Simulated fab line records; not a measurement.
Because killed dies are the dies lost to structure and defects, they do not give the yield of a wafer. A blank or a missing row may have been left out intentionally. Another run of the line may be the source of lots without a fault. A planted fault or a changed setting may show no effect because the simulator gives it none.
Split-lot trial || flow sfq_line || 27 wafers read across 5 lots, on a route 325 steps long

## THE SPLIT
At SFQ_TRILAYER_M0_ETCH_METAL_ETCH_024 (etches Nb in Cl2/Ar, stops on SiO2, target depth 240 nm, time 120 s), the setting time_s was moved away from the recipe's 120 s on 12 of the 27 wafers read, by -40.9% to +59.2%. For the rest of the wafers, this setting stayed at what the recipe calls for.

The split's own step is where the reading is taken.

## THE READING
KrF_of_TRILAYER_M0_LITHO_COAT_021.thk_nm (the simulator's own value, which no gauge read), in nm, at SFQ_TRILAYER_M0_ETCH_METAL_ETCH_024 (etches Nb in Cl2/Ar, stops on SiO2, target depth 240 nm, time 120 s). There is no usual value for it anywhere in the file. Across the 15 wafers here that went through the recipe, the average is 380.0 nm and the standard deviation 5.6 nm.

{"wafer": "L074.1", "tool, chamber at the split": "rie_metal-01, 0", "time_s as run, s": 70.89, "against the recipe": "-40.9%", "KrF_of_TRILAYER_M0_LITHO_COAT_021.thk_nm, nm": 438.7, "against lot-mates on the recipe": "+57.9"}
{"wafer": "L074.2", "tool, chamber at the split": "rie_metal-01, 1", "time_s as run, s": 70.89, "against the recipe": "-40.9%", "KrF_of_TRILAYER_M0_LITHO_COAT_021.thk_nm, nm": 440.1, "against lot-mates on the recipe": "+59.3"}
{"wafer": "L074.3", "tool, chamber at the split": "rie_metal-01, 0", "time_s as run, s": 120, "against the recipe": "recipe", "KrF_of_TRILAYER_M0_LITHO_COAT_021.thk_nm, nm": 381.8, "against lot-mates on the recipe": "-"}
{"wafer": "L074.4", "tool, chamber at the split": "rie_metal-01, 1", "time_s as run, s": 120, "against the recipe": "recipe", "KrF_of_TRILAYER_M0_LITHO_COAT_021.thk_nm, nm": 380.7, "against lot-mates on the recipe": "-"}
{"wafer": "L074.5", "tool, chamber at the split": "rie_metal-01, 1", "time_s as run, s": 70.89, "against the recipe": "-40.9%", "KrF_of_TRILAYER_M0_LITHO_COAT_021.thk_nm, nm": 439.6, "against lot-mates on the recipe": "+58.8"}
{"wafer": "L074.6", "tool, chamber at the split": "rie_metal-01, 0", "time_s as run, s": 120, "against the recipe": "recipe", "KrF_of_TRILAYER_M0_LITHO_COAT_021.thk_nm, nm": 380, "against lot-mates on the recipe": "-"}
{"wafer": "L077.1", "tool, chamber at the split": "rie_metal-02, 0", "time_s as run, s": 120, "against the recipe": "recipe", "KrF_of_TRILAYER_M0_LITHO_COAT_021.thk_nm, nm": 379.4, "against lot-mates on the recipe": "-"}
{"wafer": "L077.2", "tool, chamber at the split": "rie_metal-02, 1", "time_s as run, s": 120, "against the recipe": "recipe", "KrF_of_TRILAYER_M0_LITHO_COAT_021.thk_nm, nm": 373.1, "against lot-mates on the recipe": "-"}
{"wafer": "L077.3", "tool, chamber at the split": "rie_metal-02, 0", "time_s as run, s": 164.7, "against the recipe": "+37.2%", "KrF_of_TRILAYER_M0_LITHO_COAT_021.thk_nm, nm": 322.8, "against lot-mates on the recipe": -54.6}
{"wafer": "L077.4", "tool, chamber at the split": "rie_metal-02, 1", "time_s as run, s": 164.7, "against the recipe": "+37.2%", "KrF_of_TRILAYER_M0_LITHO_COAT_021.thk_nm, nm": 318.5, "against lot-mates on the recipe": -58.9}
{"wafer": "L077.5", "tool, chamber at the split": "rie_metal-02, 1", "time_s as run, s": 164.7, "against the recipe": "+37.2%", "KrF_of_TRILAYER_M0_LITHO_COAT_021.thk_nm, nm": 320, "against lot-mates on the recipe": -57.4}
{"wafer": "L077.6", "tool, chamber at the split": "rie_metal-02, 0", "time_s as run, s": 120, "against the recipe": "recipe", "KrF_of_TRILAYER_M0_LITHO_COAT_021.thk_nm, nm": 379.6, "against lot-mates on the recipe": "-"}
{"wafer": "L078.1", "tool, chamber at the split": "rie_metal-04, 1", "time_s as run, s": 191, "against the recipe": "+59.2%", "KrF_of_TRILAYER_M0_LITHO_COAT_021.thk_nm, nm": 302.8, "against lot-mates on the recipe": -74.8}
{"wafer": "L078.2", "tool, chamber at the split": "rie_metal-04, 0", "time_s as run, s": 120, "against the recipe": "recipe", "KrF_of_TRILAYER_M0_LITHO_COAT_021.thk_nm, nm": 372.3, "against lot-mates on the recipe": "-"}
{"wafer": "L078.3", "tool, chamber at the split": "rie_metal-04, 1", "time_s as run, s": 120, "against the recipe": "recipe", "KrF_of_TRILAYER_M0_LITHO_COAT_021.thk_nm, nm": 386.4, "against lot-mates on the recipe": "-"}
{"wafer": "L078.4", "tool, chamber at the split": "rie_metal-04, 0", "time_s as run, s": 120, "against the recipe": "recipe", "KrF_of_TRILAYER_M0_LITHO_COAT_021.thk_nm, nm": 374, "against lot-mates on the recipe": "-"}
{"wafer": "L078.5", "tool, chamber at the split": "rie_metal-04, 1", "time_s as run, s": 191, "against the recipe": "+59.2%", "KrF_of_TRILAYER_M0_LITHO_COAT_021.thk_nm, nm": 304.6, "against lot-mates on the recipe": -73.0}
{"wafer": "L078.6", "tool, chamber at the split": "rie_metal-04, 0", "time_s as run, s": 191, "against the recipe": "+59.2%", "KrF_of_TRILAYER_M0_LITHO_COAT_021.thk_nm, nm": 288.7, "against lot-mates on the recipe": -88.9}
{"wafer": "L079.1", "tool, chamber at the split": "rie_metal-02, 1", "time_s as run, s": 120, "against the recipe": "recipe", "KrF_of_TRILAYER_M0_LITHO_COAT_021.thk_nm, nm": 374.9, "against lot-mates on the recipe": "-"}
{"wafer": "L079.2", "tool, chamber at the split": "rie_metal-02, 0", "time_s as run, s": 178.5, "against the recipe": "+48.8%", "KrF_of_TRILAYER_M0_LITHO_COAT_021.thk_nm, nm": 309.4, "against lot-mates on the recipe": -67.5}
{"wafer": "L079.3", "tool, chamber at the split": "rie_metal-02, 1", "time_s as run, s": 178.5, "against the recipe": "+48.8%", "KrF_of_TRILAYER_M0_LITHO_COAT_021.thk_nm, nm": 303.3, "against lot-mates on the recipe": -73.6}
{"wafer": "L079.4", "tool, chamber at the split": "rie_metal-02, 0", "time_s as run, s": 120, "against the recipe": "recipe", "KrF_of_TRILAYER_M0_LITHO_COAT_021.thk_nm, nm": 378.1, "against lot-mates on the recipe": "-"}
{"wafer": "L079.5", "tool, chamber at the split": "rie_metal-02, 0", "time_s as run, s": 120, "against the recipe": "recipe", "KrF_of_TRILAYER_M0_LITHO_COAT_021.thk_nm, nm": 377.7, "against lot-mates on the recipe": "-"}
{"wafer": "L079.6", "tool, chamber at the split": "rie_metal-02, 1", "time_s as run, s": 178.5, "against the recipe": "+48.8%", "KrF_of_TRILAYER_M0_LITHO_COAT_021.thk_nm, nm": 304.9, "against lot-mates on the recipe": -72.0}
{"wafer": "L084.2", "tool, chamber at the split": "rie_metal-04, 1", "time_s as run, s": 120, "against the recipe": "recipe", "KrF_of_TRILAYER_M0_LITHO_COAT_021.thk_nm, nm": 390.8, "against lot-mates on the recipe": "-"}
{"wafer": "L084.3", "tool, chamber at the split": "rie_metal-04, 1", "time_s as run, s": 120, "against the recipe": "recipe", "KrF_of_TRILAYER_M0_LITHO_COAT_021.thk_nm, nm": 391.3, "against lot-mates on the recipe": "-"}
{"wafer": "L084.4", "tool, chamber at the split": "rie_metal-04, 0", "time_s as run, s": 120, "against the recipe": "recipe", "KrF_of_TRILAYER_M0_LITHO_COAT_021.thk_nm, nm": 380.6, "against lot-mates on the recipe": "-"}

FIT RESULTS
A straight line over all 27 wafers: KrF_of_TRILAYER_M0_LITHO_COAT_021.thk_nm changes by -1.46 nm for each +1% of time_s; r = -0.99; the points scatter about the line by 5.8 nm.
The same after taking each lot's own level away (the mean of its wafers on the recipe; 27 wafers): -1.41 nm for each +1%; r = -0.99; scatter 4.7 nm.
According to that fit, moving time_s by its largest amount changes the reading by 84 nm.
The lots' own levels span 376.90 to 387.57 nm, that is 1.9 times the standard deviation above.
Consequently the slope shifts little with the lot-to-lot level, the two slopes agreeing.
Check: -85.1 nm against its lot-mates is what the line predicts for one of the wafers moved furthest among these (+59.2%) when that wafer is left out of the fit. It came out at -74.8 nm against them.

## OTHER SPLITS ON THESE WAFERS
Other splits were also applied to these wafers ahead of the reading. Each is held against what the fit with the lots' levels taken away leaves over:
{"other split on the same wafers": "SFQ_TRILAYER_L0_ETCH_METAL_ETCH_008 time_s", "wafers away from the commonest value": 12, "r with KrF_of_TRILAYER_M0_LITHO_COAT_021.thk_nm (lot level and that fit taken away)": -0.11}

## THE WHOLE CHAIN: every reading that the file lists as answering this split, in the file's order
{"step": "SFQ_TRILAYER_M0_ETCH_METAL_ETCH_024", "what it does": "etches Nb in Cl2/Ar, stops on SiO2, target depth 240 nm, time 120 s", "reading": "KrF_of_TRILAYER_M0_LITHO_COAT_021.thk_nm (the simulator's own value, which no gauge read)", "change (the file's fit)": "-1.41 nm for each +1% of the setting", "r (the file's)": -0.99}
{"step": "SFQ_TRILAYER_M0_ETCH_METAL_ETCH_024", "what it does": "etches Nb in Cl2/Ar, stops on SiO2, target depth 240 nm, time 120 s", "reading": "SiO2_of_TRILAYER_L0_CAP_PECVD_011.thk_nm (the simulator's own value, which no gauge read)", "change (the file's fit)": "not straight: 55.59 at the lowest setting, 54.9 at the recipe, 41.14 at the highest", "r (the file's)": "not given"}

## FILE'S OWN FIT
KrF_of_TRILAYER_M0_LITHO_COAT_021.thk_nm changes by -1.41 nm for each +1% of time_s, r = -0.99.
